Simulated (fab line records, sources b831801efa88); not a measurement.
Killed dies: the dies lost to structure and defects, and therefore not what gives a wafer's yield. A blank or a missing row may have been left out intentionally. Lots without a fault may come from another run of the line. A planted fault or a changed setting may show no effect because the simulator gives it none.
fab line records	flow gf180mcu
record: lots: 14	wafers: 42	last_day: 34
route steps=602 shown STI@25 DNWELL@40 POLY_GATE@158
lots with no fault: from the same line, run without faults
start_h: start of the lot's first displayed wafer, in hours after the record's first day	wait_h: hours from the lot's prior step to this one	" same as the row above	L1.1+2: several wafers, shown together as one row	- no value present, or no start provided	* or withheld: withheld	< > ~ a bound
route shown NAME@n: names a module that has steps shown in the file, with the first one's number in the route	usual: mean/standard deviation taken from wafers without a fault	same: alike in all rows	chamber/n: place in a boat	sites: per-site readings	_std_site: how widely they spread, as a standard deviation	_edge_site: outer sites' mean less inner sites'	radius_mm: for every site, how far away it sits from the centre of the wafer	mask NAME#n: copy n	behind: the tool/chamber that last shaped the wafer	hold: why the lot was held/for how many hours/how that ended	device: transistor that didn't switch, given as n, p or np	end of line: tests run on the same wafers once the route is complete	for a step that has no rows: nothing shown but its recipe	killed: not the wafer's yield, but the dies lost to structure and defects at the first sort	map: a wafer's dies, x killed, . not, _ none there
set.NAME: the run value of the setting; set.NAME@STEP: its run value at that earlier step	model.NAME: the simulator's own value behind a step, which no gauge read
a sample of lots followed through the steps of the route, with each step as a table and each wafer as a row
services: a tool's chamber out of use, with start hour (start_h, from the record's first day; less than 0 if before it), hours out, and reason
== steps ==
step: GF_STI_THK_MEAS_24
recipe: reads: SiO2_of_STI_CVD_23
usual: STI_CVD_23_THK: 650/6.3
lot.wafer	tool	chamber	start_h	wait_h	STI_CVD_23_THK[nm]
L590.1	film_metro-02	-	28.90	0.0	649
L590.2	"	-	"	"	645
L590.6	"	-	"	"	645
L592.2	film_metro-02	-	38.24	0.0	665
L592.3	"	-	"	"	655
L592.5	"	-	"	"	662
L594.1	film_metro-01	-	50.59	0.1	653
L594.3	"	-	"	"	649
L594.6	"	-	"	"	645
L595.1	film_metro-01	-	54.62	0.0	646
L595.3	"	-	"	"	662
L595.4	"	-	"	"	654
L596.1	film_metro-01	-	60.42	0.0	649
L596.2	"	-	"	"	658
L596.3	"	-	"	"	648
L597.1	film_metro-02	-	67.34	0.0	655
L597.4	"	-	"	"	650
L597.6	"	-	"	"	653
L601.1	film_metro-01	-	93.12	0.0	651
L601.2	"	-	"	"	648
L601.4	"	-	"	"	640
L602.3	film_metro-02	-	93.20	0.1	652
L602.5	"	-	"	"	652
L602.6	"	-	"	"	646
L606.2	film_metro-04	-	109.94	0.0	649
L606.3	"	-	"	"	657
L606.5	"	-	"	"	652
L608.2	film_metro-04	-	121.14	0.0	642
L608.3	"	-	"	"	656
L608.6	"	-	"	"	652
L609.1	film_metro-01	-	125.31	0.0	652
L609.3	"	-	"	"	645
L609.4	"	-	"	"	652
L611.1	film_metro-04	-	138.69	0.0	649
L611.4	"	-	"	"	655
L611.6	"	-	"	"	661
L612.2	film_metro-04	-	142.52	0.0	651
L612.4	"	-	"	"	645
L612.5	"	-	"	"	652
L613.2	film_metro-02	-	147.01	0.0	650
L613.4	"	-	"	"	653
L613.5	"	-	"	"	642
step: GF_DNWELL_STRIP_08
recipe: chemistry: O2/N2	power_w: 1400	pressure_mtorr: 1500	platen_temp_c: 250	o2_flow_sccm: 3000	n2_flow_sccm: 300	overash_fraction: 0.5
usual: drypump_motor_current_A: 5.6/0.35	heater_power_w: 335/43	oes_product_au: 0.722/0.0049	strip_time_to_endpoint_s: 36.97/0.12
lot.wafer	tool	chamber	start_h	wait_h	drypump_motor_current_A	heater_power_w	oes_product_au	rf_hours_counter_h	strip_time_to_endpoint_s
L590.1	plasma_asher-02	0	43.87	0.2	5.5	397	0.709	34	36.90
L590.2	"	1	"	"	5.5	429	0.717	34	36.91
L590.6	"	1	"	"	5.5	445	0.720	-	36.99
L592.2	plasma_asher-01	1	53.42	0.1	5.6	304	0.725	40	37.03
L592.3	"	0	"	"	5.9	340	0.714	-	36.92
L592.5	"	0	"	"	5.9	346	0.721	-	36.93
L594.1	plasma_asher-02	1	66.12	0.1	5.6	435	0.716	37	36.77
L594.3	"	0	"	"	5.5	400	0.721	-	36.78
L594.6	"	1	"	"	5.6	436	0.722	-	36.84
L595.1	plasma_asher-04	0	72.09	0.1	5.9	317	0.729	45	36.69
L595.3	"	1	"	"	5.0	318	0.732	-	36.85
L595.4	"	0	"	"	5.9	320	0.724	-	36.88
L596.1	plasma_asher-01	0	78.97	0.1	5.9	333	0.714	43	37.02
L596.2	"	1	"	"	5.6	302	0.718	43	37.04
L596.3	"	0	"	"	5.9	333	0.711	-	37.02
L597.1	plasma_asher-01	0	85.99	0.1	5.9	336	0.724	43	37.10
L597.4	"	1	"	"	5.6	305	0.710	-	37.04
L597.6	"	0	"	"	5.9	335	0.726	-	37.16
L601.1	plasma_asher-01	1	110.87	0.1	5.6	309	0.721	46	37.00
L601.2	"	0	"	"	5.9	340	0.724	46	36.99
L601.4	"	0	"	"	5.9	323	0.725	-	36.97
L602.3	plasma_asher-04	1	111.57	0.1	5.0	308	0.725	-	36.92
L602.5	"	0	"	"	5.9	304	0.715	-	36.91
L602.6	"	1	"	"	5.0	314	0.717	-	36.96
L606.2	plasma_asher-04	0	128.92	0.1	5.9	310	0.726	51	37.09
L606.3	"	1	"	"	4.9	312	0.722	-	37.00
L606.5	"	0	"	"	5.9	309	0.726	-	37.04
L608.2	plasma_asher-04	1	138.74	0.2	4.9	311	0.729	52	37.10
L608.3	"	1	"	"	4.9	307	0.724	-	37.04
L608.6	"	0	"	"	5.9	313	0.722	-	37.01
L609.1	plasma_asher-01	0	142.47	0.1	5.9	343	0.717	50	36.93
L609.3	"	0	"	"	5.9	339	0.722	-	36.86
L609.4	"	1	"	"	5.6	304	0.722	-	36.93
L611.1	plasma_asher-04	1	155.59	0.1	5.0	303	0.725	55	37.18
L611.4	"	1	"	"	5.0	306	0.725	-	37.18
L611.6	"	1	"	"	5.0	299	0.725	-	37.16
L612.2	plasma_asher-04	1	160.72	0.1	4.9	306	0.731	55	36.93
L612.4	"	1	"	"	5.0	312	0.727	-	36.86
L612.5	"	0	"	"	5.9	316	0.725	-	37.02
L613.2	plasma_asher-04	1	167.17	0.1	5.0	307	0.720	56	36.88
L613.4	"	0	"	"	5.9	314	0.735	-	36.89
L613.5	"	1	"	"	4.9	306	0.721	-	36.88
step: GF_POLY_GATE_THK_MEAS_01
recipe: reads: poly-Si_of_POLY_GATE_CVD_00
usual: POLY_GATE_CVD_00_THK: 198.9/2.1
lot.wafer	tool	chamber	start_h	wait_h	POLY_GATE_CVD_00_THK[nm]
L590.1	film_metro-01	-	175.65	0.0	199.4
L590.2	"	-	"	"	200.0
L590.6	"	-	"	"	200.3
L592.2	film_metro-01	-	192.12	0.0	197.8
L592.3	"	-	"	"	196.0
L592.5	"	-	"	"	196.2
L594.1	film_metro-03	-	208.26	0.0	196.9
L594.3	"	-	"	"	197.4
L594.6	"	-	"	"	196.4
L595.1	film_metro-01	-	214.67	0.0	196.6
L595.3	"	-	"	"	198.0
L595.4	"	-	"	"	197.1
L596.1	film_metro-01	-	221.87	0.0	201.9
L596.2	"	-	"	"	201.7
L596.3	"	-	"	"	200.4
L597.1	film_metro-02	-	231.42	0.0	197.7
L597.4	"	-	"	"	198.3
L597.6	"	-	"	"	199.0
L601.1	film_metro-02	-	267.31	0.0	195.3
L601.2	"	-	"	"	196.0
L601.4	"	-	"	"	195.0
L602.3	film_metro-03	-	268.66	0.0	200.4
L602.5	"	-	"	"	198.7
L602.6	"	-	"	"	200.1
L606.2	film_metro-01	-	295.06	0.0	198.5
L606.3	"	-	"	"	196.4
L606.5	"	-	"	"	198.2
L608.2	film_metro-01	-	307.11	0.0	202.2
L608.3	"	-	"	"	201.6
L608.6	"	-	"	"	199.7
L609.1	film_metro-02	-	311.13	0.0	198.3
L609.3	"	-	"	"	199.6
L609.4	"	-	"	"	198.8
L611.1	film_metro-02	-	326.77	0.0	203.8
L611.4	"	-	"	"	201.1
L611.6	"	-	"	"	200.5
L612.2	film_metro-03	-	331.79	0.0	199.7
L612.4	"	-	"	"	199.8
L612.5	"	-	"	"	199.5
L613.2	film_metro-02	-	341.25	0.0	201.1
L613.4	"	-	"	"	200.7
L613.5	"	-	"	"	200.1
step: GF_POLY_GATE_ETCH_12
recipe: chemistry: N2/H2	target_depth_a: withheld	overetch_a: withheld	time_s: withheld	target: BARC	ion_energy_ev: 200	source_w: 500	bias_w: 100	pressure_mtorr: 30	n2_flow_sccm: 100	h2_flow_sccm: 200
usual: bias_w: 99.99/0.29	chamber_pressure_mTorr: 30.000/0.025	drypump_motor_current_A: 5.8/0.43	oes_product_au: 0.736/0.0044	throttle_valve_pct: 13.215/0.0086
lot.wafer	tool	chamber	start_h	wait_h	bias_w	chamber_pressure_mTorr	drypump_motor_current_A	oes_product_au	throttle_valve_pct
L590.1	rie_diel-01	3	192.44	0.0	99.61	30.018	5.6	0.738	13.217
L590.2	"	0	"	"	99.80	29.995	5.1	0.725	13.201
L590.6	"	3	"	"	99.63	29.983	5.6	0.736	13.223
L592.2	rie_diel-03	0	209.69	0.0	99.99	30.024	6.1	0.741	13.220
L592.3	"	3	"	"	99.84	29.985	5.4	0.734	13.217
L592.5	"	2	"	"	100.18	29.970	5.9	0.744	13.222
L594.1	rie_diel-03	1	225.74	0.0	100.13	30.031	5.9	0.743	13.227
L594.3	"	0	"	"	100.05	30.009	6.1	0.739	13.204
L594.6	"	0	"	"	100.07	30.005	6.1	0.740	13.227
L595.1	rie_diel-03	2	233.24	0.0	99.77	29.980	5.9	0.740	13.222
L595.3	"	1	"	"	100.23	29.977	5.9	0.733	13.221
L595.4	"	3	"	"	99.89	29.963	5.4	0.733	13.227
L596.1	rie_diel-01	2	240.57	0.0	100.46	29.967	6.5	0.736	13.220
L596.2	"	0	"	"	99.68	30.046	5.1	0.743	13.225
L596.3	"	1	"	"	100.80	29.978	6.0	0.739	13.207
L597.1	rie_diel-04	0	249.67	0.0	99.62	29.961	5.0	0.732	13.206
L597.4	"	3	"	"	99.71	30.010	6.4	0.736	13.216
L597.6	"	2	"	"	100.16	30.009	5.5	0.730	13.219
L601.1	rie_diel-04	1	286.69	0.0	-	-	-	-	-
L601.2	"	0	"	"	-	-	-	-	-
L601.4	"	2	"	"	-	-	-	-	-
L602.3	rie_diel-03	1	287.64	0.0	-	-	-	-	-
L602.5	"	3	"	"	-	-	-	-	-
L602.6	"	0	"	"	-	-	-	-	-
L606.2	rie_diel-01	1	314.47	0.0	100.16	29.996	6.0	0.737	13.211
L606.3	"	2	"	"	100.04	29.984	6.5	0.738	13.226
L606.5	"	2	"	"	99.84	29.998	6.5	0.739	13.209
L608.2	rie_diel-04	3	327.82	0.0	99.83	30.022	6.5	0.736	13.203
L608.3	"	2	"	"	100.00	30.014	5.5	0.728	13.227
L608.6	"	2	"	"	99.82	30.000	5.5	0.733	13.215
L609.1	rie_diel-03	1	331.67	0.0	99.70	30.004	5.9	0.736	13.226
L609.3	"	3	"	"	100.40	30.055	5.5	0.732	13.211
L609.4	"	2	"	"	100.04	29.979	5.9	0.735	13.217
L611.1	rie_diel-04	1	348.34	0.0	99.59	30.025	6.0	0.740	13.222
L611.4	"	0	"	"	100.48	30.024	5.0	0.732	13.226
L611.6	"	0	"	"	100.03	29.999	5.0	0.731	13.204
L612.2	rie_diel-03	2	354.54	0.0	99.68	30.011	5.9	0.740	13.210
L612.4	"	3	"	"	99.90	29.996	5.5	0.731	13.213
L612.5	"	2	"	"	100.18	29.990	5.9	0.737	13.205
L613.2	rie_diel-03	0	362.52	0.0	99.72	29.952	6.1	0.736	13.225
L613.4	"	2	"	"	99.67	30.027	5.9	0.728	13.218
L613.5	"	0	"	"	99.89	30.034	6.1	0.740	13.221
step: GF_POLY_GATE_ETCH_13
recipe: target: poly-Si	target_depth_nm: 198.5	stop_on: SiO2	over_etch_frac: 0.403	chemistry: HBr/Cl2	icp_w: 400	bias_w: 100	pressure_mtorr: 10	HBr_flow_sccm: 150	Cl2_flow_sccm: 50	time_s: 69.6
usual: HBr_flow_sccm: 150.0/0.44	bias_w: 99.95/0.3	drypump_motor_current_A: 5.8/0.64	oes_product_au: 0.988/0.0077	throttle_valve_pct: 33.684/0.0089
lot.wafer	tool	chamber	start_h	wait_h	HBr_flow_sccm	bias_w	drypump_motor_current_A	oes_product_au	rf_hours_counter_h	throttle_valve_pct
L590.1	rie_si-01	1	192.50	-	150.1	99.83	6.8	0.984	0	33.680
L590.2	"	2	"	"	149.8	99.61	5.4	0.997	96	33.694
L590.6	"	2	"	"	150.5	99.60	5.4	0.994	-	33.683
L592.2	rie_si-02	0	209.74	-	149.5	100.16	5.9	0.978	93	33.690
L592.3	"	3	"	"	149.7	99.34	5.2	0.979	14	33.682
L592.5	"	1	"	"	149.9	99.96	4.7	0.982	-	33.679
L594.1	rie_si-01	3	225.79	-	149.7	100.12	6.2	0.988	64	33.689
L594.3	"	1	"	"	150.0	100.38	6.8	0.982	1	33.685
L594.6	"	1	"	"	149.5	99.85	6.8	0.990	-	33.674
L595.1	rie_si-01	1	233.29	-	150.1	100.10	6.8	0.986	1	33.678
L595.3	"	3	"	"	150.0	99.60	6.3	0.979	64	33.687
L595.4	"	2	"	"	150.0	100.48	5.5	0.992	-	33.695
L596.1	rie_si-01	2	240.62	-	149.4	100.03	5.5	0.998	96	33.697
L596.2	"	1	"	"	150.1	100.35	6.8	0.995	1	33.677
L596.3	"	3	"	"	149.9	99.91	6.3	0.987	64	33.685
L597.1	rie_si-02	2	249.72	-	150.3	99.61	5.9	0.986	99	33.677
L597.4	"	0	"	"	150.9	100.12	5.9	0.983	94	33.676
L597.6	"	1	"	"	149.9	100.23	4.7	0.991	-	33.677
L601.1	rie_si-01	0	286.74	-	149.8	100.10	6.0	0.273	0	33.685
L601.2	"	1	"	"	150.1	100.18	6.8	0.274	1	33.681
L601.4	"	1	"	"	150.4	100.21	6.8	0.274	-	33.692
L602.3	rie_si-01	1	287.69	-	150.3	99.98	6.8	0.269	2	33.687
L602.5	"	1	"	"	150.1	99.98	6.8	0.267	-	33.685
L602.6	"	3	"	"	149.9	99.85	6.2	0.273	-	33.679
L606.2	rie_si-01	0	314.52	-	150.6	100.01	6.0	0.992	1	33.706
L606.3	"	1	"	"	150.4	99.57	6.8	0.974	2	33.694
L606.5	"	2	"	"	150.4	99.81	5.4	0.990	-	33.686
L608.2	rie_si-02	3	327.87	-	150.1	99.70	5.2	0.993	15	33.669
L608.3	"	2	"	"	150.6	100.25	5.9	0.990	0	33.686
L608.6	"	2	"	"	150.6	100.06	5.9	0.983	-	33.689
L609.1	rie_si-02	2	331.72	-	149.9	99.42	5.9	0.991	0	33.685
L609.3	"	1	"	"	149.6	100.11	4.7	0.988	59	33.685
L609.4	"	3	"	"	150.2	100.19	5.2	0.995	-	33.681
L611.1	rie_si-01	1	348.39	-	148.9	99.68	6.8	0.996	2	33.691
L611.4	"	3	"	"	149.5	99.62	6.2	0.988	66	33.686
L611.6	"	0	"	"	150.3	100.01	6.0	0.975	-	33.698
L612.2	rie_si-01	0	354.59	-	150.3	100.43	6.0	0.996	1	33.678
L612.4	"	1	"	"	150.5	100.10	6.8	0.995	2	33.690
L612.5	"	2	"	"	150.5	100.24	5.5	0.998	-	33.692
L613.2	rie_si-02	0	362.57	-	150.1	99.67	5.9	0.987	0	33.681
L613.4	"	3	"	"	150.2	99.31	5.2	0.990	16	33.688
L613.5	"	1	"	"	149.9	99.94	4.7	0.997	-	33.707
step: GF_POLY_GATE_STRIP_14
recipe: chemistry: O2/N2	power_w: 1400	pressure_mtorr: 1500	platen_temp_c: 250	o2_flow_sccm: 3000	n2_flow_sccm: 300	overash_fraction: 0.5
usual: drypump_motor_current_A: 5.5/0.33	heater_power_w: 352/42	oes_product_au: 0.504/0.0048
lot.wafer	tool	chamber	start_h	wait_h	drypump_motor_current_A	heater_power_w	oes_product_au	rf_hours_counter_h
L590.1	plasma_asher-04	1	192.55	0.0	4.9	308	0.510	59
L590.2	"	0	"	"	5.9	316	0.497	59
L590.6	"	0	"	"	5.9	306	0.508	-
L592.2	plasma_asher-02	0	209.80	0.0	5.5	409	0.505	4
L592.3	"	0	"	"	5.5	395	0.508	-
L592.5	"	1	"	"	5.6	420	0.501	-
L594.1	plasma_asher-02	1	225.85	0.0	5.6	421	0.502	6
L594.3	"	0	"	"	5.5	387	0.500	-
L594.6	"	1	"	"	5.6	429	0.498	-
L595.1	plasma_asher-04	0	233.35	0.0	5.9	318	0.507	64
L595.3	"	0	"	"	5.9	300	0.499	-
L595.4	"	1	"	"	4.9	304	0.509	-
L596.1	plasma_asher-03	0	240.68	0.0	5.8	325	0.507	48
L596.2	"	1	"	"	5.5	376	0.502	48
L596.3	"	0	"	"	5.8	331	0.496	-
L597.1	plasma_asher-04	1	249.78	0.0	5.0	300	0.496	66
L597.4	"	0	"	"	5.9	312	0.510	-
L597.6	"	1	"	"	5.0	311	0.499	-
L601.1	plasma_asher-03	1	286.80	0.0	5.5	371	0.531	53
L601.2	"	0	"	"	5.9	333	0.522	53
L601.4	"	0	"	"	5.9	335	0.526	-
L602.3	plasma_asher-02	1	287.78	0.1	5.6	419	0.529	-
L602.5	"	0	"	"	5.5	392	0.531	-
L602.6	"	1	"	"	5.6	414	0.526	-
L606.2	plasma_asher-03	1	314.58	0.0	5.5	371	0.503	56
L606.3	"	0	"	"	5.8	325	0.514	-
L606.5	"	1	"	"	5.5	376	0.504	-
L608.2	plasma_asher-04	1	327.93	0.0	5.0	307	0.503	74
L608.3	"	1	"	"	5.0	301	0.503	-
L608.6	"	0	"	"	5.9	315	0.506	-
L609.1	plasma_asher-04	0	331.78	0.0	5.9	309	0.504	74
L609.3	"	0	"	"	5.9	317	0.502	-
L609.4	"	1	"	"	4.9	310	0.501	-
L611.1	plasma_asher-04	0	348.45	0.0	5.9	315	0.503	77
L611.4	"	0	"	"	5.9	321	0.500	-
L611.6	"	1	"	"	4.9	310	0.506	-
L612.2	plasma_asher-03	1	354.65	0.0	5.5	368	0.507	60
L612.4	"	0	"	"	5.9	327	0.499	-
L612.5	"	0	"	"	5.9	334	0.515	-
L613.2	plasma_asher-03	0	362.63	0.0	5.9	332	0.509	61
L613.4	"	0	"	"	5.9	329	0.503	-
L613.5	"	0	"	"	5.9	329	0.509	-
step: GF_POLY_GATE_CD_MEAS_18
usual: cd_nm: 279.7/1.9
lot.wafer	tool	chamber	start_h	wait_h	cd_nm
L590.1	cd_sem-02	-	194.01	0.1	277.1
L590.2	"	-	"	"	279.7
L590.6	"	-	"	"	276.5
L592.2	cd_sem-02	-	211.88	0.1	280.0
L592.3	"	-	"	"	281.6
L592.5	"	-	"	"	280.7
L594.1	cd_sem-01	-	227.31	0.1	278.7
L594.3	"	-	"	"	282.4
L594.6	"	-	"	"	282.9
L595.1	cd_sem-02	-	234.88	0.1	280.9
L595.3	"	-	"	"	279.8
L595.4	"	-	"	"	280.7
L596.1	cd_sem-02	-	242.82	0.1	280.7
L596.2	"	-	"	"	281.8
L596.3	"	-	"	"	281.0
L597.1	cd_sem-02	-	251.29	0.1	280.3
L597.4	"	-	"	"	276.7
L597.6	"	-	"	"	277.5
L601.1	cd_sem-02	-	290.83	0.1	-
L601.2	"	-	"	"	-
L601.4	"	-	"	"	-
L602.3	cd_sem-01	-	290.88	0.1	-
L602.5	"	-	"	"	-
L602.6	"	-	"	"	-
L606.2	cd_sem-01	-	316.55	0.1	279.2
L606.3	"	-	"	"	280.9
L606.5	"	-	"	"	282.0
L608.2	cd_sem-02	-	331.79	0.1	282.3
L608.3	"	-	"	"	280.3
L608.6	"	-	"	"	281.3
L609.1	cd_sem-01	-	334.19	0.1	278.8
L609.3	"	-	"	"	277.7
L609.4	"	-	"	"	280.3
L611.1	cd_sem-02	-	349.91	0.1	279.6
L611.4	"	-	"	"	280.3
L611.6	"	-	"	"	279.4
L612.2	cd_sem-02	-	356.25	0.1	277.6
L612.4	"	-	"	"	279.8
L612.5	"	-	"	"	278.6
L613.2	cd_sem-01	-	364.11	0.1	278.0
L613.4	"	-	"	"	280.2
L613.5	"	-	"	"	277.7
== services ==
tool	chamber	start_h	hours	kind
plasma_asher-04	-	49.58	10.0	pm
rie_diel-03	1	51.82	1.8	repair
rie_si-02	0	85.91	3.6	repair
rie_si-01	1	101.12	1.5	repair
plasma_asher-02	-	108.75	9.0	pm
plasma_asher-04	-	114.00	0.8	repair
rie_si-01	2	122.84	6.6	repair
plasma_asher-02	-	137.51	56.4	repair
plasma_asher-01	-	138.52	2.8	pm
rie_si-01	3	171.31	3.9	repair
plasma_asher-04	-	179.73	4.1	repair
rie_si-01	-	179.95	0.2	repair
plasma_asher-03	-	192.20	9.0	repair
rie_diel-03	-	192.37	14.6	pm
rie_si-02	-	231.48	2.8	pm
rie_diel-03	0	236.93	3.3	repair
plasma_asher-02	-	252.16	4.3	repair
rie_si-01	2	259.57	4.6	repair
rie_si-01	2	278.55	15.2	repair
rie_si-02	-	282.54	14.6	pm
rie_si-02	-	299.71	0.1	repair
plasma_asher-02	-	304.19	2.8	pm
plasma_asher-02	-	336.53	13.3	repair
rie_si-01	1	357.18	4.2	repair
== key ==
first_sign: step: GF_POLY_GATE_ETCH_12	reading: tool_record	direction: missing
effect: step: GF_POLY_GATE_ETCH_13	reading: oes_product_au	direction: down	sigmas: 93	usual: 0.988	struck: 0.272
effect: step: GF_POLY_GATE_STRIP_14	reading: oes_product_au	direction: up	sigmas: 4.8	usual: 0.504	struck: 0.527
effect: step: GF_POLY_GATE_CD_MEAS_18	reading: cd_nm	direction: missing
met_at GF_POLY_GATE_ETCH_12
struck_lots L601,L602
later_rows_left_out L601.1,L601.2,L601.4,L602.3,L602.5,L602.6
sort_left_out L601.1,L601.2,L601.4,L602.3,L602.5,L602.6
tester_left_out L601,L602
not_acting_at GF_STI_THK_MEAS_24,GF_DNWELL_STRIP_08,GF_POLY_GATE_THK_MEAS_01
onset_between 249.67 286.69
fault: kind: skipped_step_whole	tool: rie_diel-03,rie_diel-04	chamber: -	onset_h: 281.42	steps: GF_POLY_GATE_ETCH_12	scope: struck_lots_only
tester_left_out: of these lots the tester's yield and bins aren't shown, on N5 and GAA mostly nor the transistor test; their killed dies are dies lost to structure and defects alone, not to doping, threshold or leakage, so they don't give the yield
sort_left_out: the simulated sort isn't trusted on such a fault, so these wafers' sort isn't shown, and their yield isn't known
later_rows_left_out: the simulator's readings of these wafers behind a module that went badly wrong aren't trusted and aren't shown, but for the sort
